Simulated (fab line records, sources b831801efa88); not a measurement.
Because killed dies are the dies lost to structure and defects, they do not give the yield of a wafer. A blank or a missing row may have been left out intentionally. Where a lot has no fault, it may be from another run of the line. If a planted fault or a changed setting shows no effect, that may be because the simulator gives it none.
One fault seen from 2 desks :: flow gf180mcu :: every desk sees just its own numbers, and what lay behind them comes last

== FROM THE METROLOGY DESK ==
Means of the sampled wafers that have a number, per lot and without regard to the tool the lot ran on: this is what the gauges read. Marked OUT: a lot whose mean sits more than 4 standard deviations from the usual mean, which makes it out of limits; the brackets give that distance.
Columns: A = M2_ALCU_THK at GF_M2_THK_MEAS_06, usual 461 nm
lot: L830
first seen here: day 18 03:43
A: 455

lot: L831
first seen here: day 18 11:05
A: 464

lot: L832
first seen here: day 18 23:52
A: 464

lot: L834
first seen here: day 19 19:18
A: 463

lot: L835
first seen here: day 20 05:46
A: 467

lot: L836
first seen here: day 20 10:34
A: 452

lot: L839
first seen here: day 21 19:14
A: 459

lot: L840
first seen here: day 22 01:47
A: 461

lot: L844
first seen here: day 23 19:22
A: 463

lot: L847
first seen here: day 24 14:07
A: 461

lot: L849
first seen here: day 24 22:32
A: 458

lot: L850
first seen here: day 25 08:54
A: 458

lot: L851
first seen here: day 25 14:20
A: 465

lot: L852
first seen here: day 26 05:26
A: 465
This desk's verdict: no lot among the 14 shows anything out of limits.

== AT THE TOOL OWNER'S DESK: implanter-02 ==
For each lot that ran on this tool, the mean over its sampled wafers that have a number, from the tool's own readings at GF_NSD_IMPLANT_09. Marked OUT: a lot whose mean sits more than 4 standard deviations from the usual mean, which makes it out of limits; the brackets give that distance.
Columns: A = beam_energy_keV at GF_NSD_IMPLANT_09, usual 60.006
lot: L835
first seen here: day 15 01:57
A: 60.024

lot: L836
first seen here: day 15 06:52
A: 59.999

lot: L839
first seen here: day 16 11:53
A: 60.016

lot: L840
first seen here: day 16 20:05
A: 59.264 (-41) OUT

lot: L844
first seen here: day 18 12:43
A: 59.306 (-39) OUT

lot: L852
first seen here: day 21 07:12
A: 60.025
This desk's verdict: out of limits on L840, L844, starting with L840 at day 16 20:05 (beam_energy_keV at GF_NSD_IMPLANT_09). L835, L836, L839, L852 stayed within limits.

== TAKEN TOGETHER ==
An alarm could have come from the tool owner's desk at day 16 20:05, on L840, L844.
At the metrology desk, nothing out of limits was observed.
The metrology desk has L840, L844 on record, within its limits.
On implanter-02, each named lot ran GF_NSD_IMPLANT_09.

== WHAT THE SIMULATOR HAD INSERTED ==
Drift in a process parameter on implanter-02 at GF_NSD_IMPLANT_09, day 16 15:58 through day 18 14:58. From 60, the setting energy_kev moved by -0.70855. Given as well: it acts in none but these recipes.
Struck lots among those shown: L840, L844.
How many hours passed from the start of the fault until each desk's first out-of-limits reading: the tool owner's desk, 4.
